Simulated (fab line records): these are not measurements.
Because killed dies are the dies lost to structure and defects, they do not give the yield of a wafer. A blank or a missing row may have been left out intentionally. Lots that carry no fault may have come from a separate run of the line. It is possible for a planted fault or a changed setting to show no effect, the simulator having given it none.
A lot that was struck, set against a sound lot || flow sfq_line || 21 out of 325 route steps
Sound: wafers L468.2, L468.3, L468.6. Struck: wafer L488.4 (left out: L488.5, a lot-mate that was not struck); the cause follows at the end.
Each step with rows lists, per side, the tool, then ch with its chambers, then its first start. Under that, the readings that differ: sound wafers || struck wafers || difference of the means || sigmas: that difference in standard deviations of wafers without a fault.
alike: readings with means less than 2 such deviations apart, plus words and numbers identical on both sides. not compared: withheld readings, readings lacking a value on some wafer, bounds such as >300 that could conceal the same value, and numbers that have no deviation in the record and whose values overlap.
The two part at a step that has a row with sigmas, a row that says differs or no value, or rows on one side only. When numbers do not overlap yet have no deviation, they are printed without sigmas and do not part them. A reading that every wafer of one side lacks parts them only if that side has two wafers or more.

SFQ_L0_THK_MEAS_902: measures by xrf.
  sound on film_metro-01 at day 1 22:41; struck on film_metro-02 at day 6 02:43
  alike: L0_MONX_KI_THK
then, 6 steps without rows for these wafers: SFQ_TRILAYER_L0_LITHO_COAT_010 (resist thk 62 nm); SFQ_TRILAYER_L0_LITHO_COAT_005 (resist thk 600 nm); SFQ_TRILAYER_L0_LITHO_SOFTBAKE_009; SFQ_TRILAYER_L0_LITHO_EXPOSE_006 (exposes mask L0, target cd 2000 nm); SFQ_TRILAYER_L0_LITHO_PEB_008 (peb time 60 s); SFQ_TRILAYER_L0_LITHO_DEVELOP_007 (time 60 s).
-- the record jumps here: 3 days lie between the struck wafers' starts before and after --
SFQ_TRILAYER_L0_BARC_OPEN_METAL_ETCH_010: etches BARC in O2, target depth 125 nm, time 41.7 s.
  sound on rie_metal-02 ch 0,1, day 4 22:13; struck on rie_metal-03 ch 0, day 9 10:21
{"reading": "rf_fwd_power_W (W)", "sound": "586.9 591.0 589.8", "struck": 596.7, "difference": "+7.5", "sigmas": "+4"}
  alike: drypump_motor_current_A, oes_product_au
  not compared: rf_hours_counter_h
SFQ_TRILAYER_L0_ETCH_METAL_ETCH_008: etches MoNx KI in SF6/O2, stops on SiO2, target depth 50 nm, time 25 s.
  sound on rie_metal-02 ch 0,1, day 4 22:16; struck on rie_metal-03 ch 0, day 9 10:25
  alike: drypump_motor_current_A, oes_product_au, rf_fwd_power_W
  not compared: rf_hours_counter_h
SFQ_TRILAYER_L0_STRIP_STRIP_009: strips in O2.
  sound on rie_metal-02 ch 0,1, day 4 22:19; struck on rie_metal-03 ch 0, day 9 10:38
  alike: drypump_motor_current_A, oes_product_au
  not compared: rf_hours_counter_h
then, 1 step without rows for these wafers: SFQ_TRILAYER_L0_STRIP_SOLV_CLEAN_010 (cleans in NMP, time 600 s).
SFQ_TRILAYER_L0_CAP_PECVD_011: deposits SiO2 from SiH4/N2O, time 13.333 s, target thk 60 nm.
  sound on pecvd-01 ch 0,1,2, day 4 23:07; struck on pecvd-01 ch 2, day 9 11:16
  alike: heater_power_w, rf_fwd_power_W, throttle_valve_pct
SFQ_TRILAYER_L0_VIA_LITHO_COAT_018: resist thk 62 nm.
  sound on litho_track-04 ch 0, day 4 23:11; struck on litho_track-02 ch 0, day 9 11:25
{"reading": "model.BARC_of_TRILAYER_L0_VIA_LITHO_COAT_018.thk_nm (nm)", "sound": "61.98 62.21 62.05", "struck": 64.13, "difference": "+2.05", "sigmas": ""}
  alike: spin_speed_rpm
then, 5 steps without rows for these wafers: SFQ_TRILAYER_L0_VIA_LITHO_COAT_013 (resist thk 650 nm); SFQ_TRILAYER_L0_VIA_LITHO_SOFTBAKE_017; SFQ_TRILAYER_L0_VIA_LITHO_EXPOSE_014 (exposes mask L0V, target cd 700 nm); SFQ_TRILAYER_L0_VIA_LITHO_PEB_016 (peb time 60 s); SFQ_TRILAYER_L0_VIA_LITHO_DEVELOP_015 (time 60 s).
-- the record jumps here: 4 days lie between the struck wafers' starts before and after --
SFQ_L0V_OVL_MEAS_903:
  sound on overlay-01 at day 8 03:35; struck on overlay-01 at day 13 02:43
  alike: L0V_OVL
SFQ_TRILAYER_L0_VIA_BARC_OPEN_VIA_ETCH_021: etches BARC in O2, target depth 125 nm, time 41.7 s.
  sound on rie_diel-01 ch 0,3, day 8 03:37; struck on rie_diel-01 ch 1, day 13 02:43
{"reading": "oes_product_au (a.u.)", "sound": "0.688 0.681 0.682", "struck": 0.697, "difference": "+0.013", "sigmas": "+3"}
{"reading": "model.etch.depth_nm (nm)", "sound": "61.98 62.21 62.05", "struck": 64.13, "difference": "+2.05", "sigmas": ""}
  alike: drypump_motor_current_A, rf_fwd_power_W
  not compared: rf_hours_counter_h
SFQ_TRILAYER_L0_VIA_ETCH_VIA_ETCH_016: etches SiO2 in CHF3, stops on MoNx KI, target depth 80 nm.
  sound on rie_diel-01 ch 0,3, day 8 03:40; struck on rie_diel-01 ch 1, day 13 02:46
{"reading": "rf_fwd_power_W (W)", "sound": "493.4 491.6 489.7", "struck": 495.7, "difference": "+4.1", "sigmas": "+2"}
  alike: drypump_motor_current_A, oes_product_au

== WHERE THEY PART ==
Last at SFQ_TRILAYER_L0_VIA_ETCH_VIA_ETCH_016 as far as this record goes, first at SFQ_TRILAYER_L0_BARC_OPEN_METAL_ETCH_010.

WHY: the cause the simulator had injected
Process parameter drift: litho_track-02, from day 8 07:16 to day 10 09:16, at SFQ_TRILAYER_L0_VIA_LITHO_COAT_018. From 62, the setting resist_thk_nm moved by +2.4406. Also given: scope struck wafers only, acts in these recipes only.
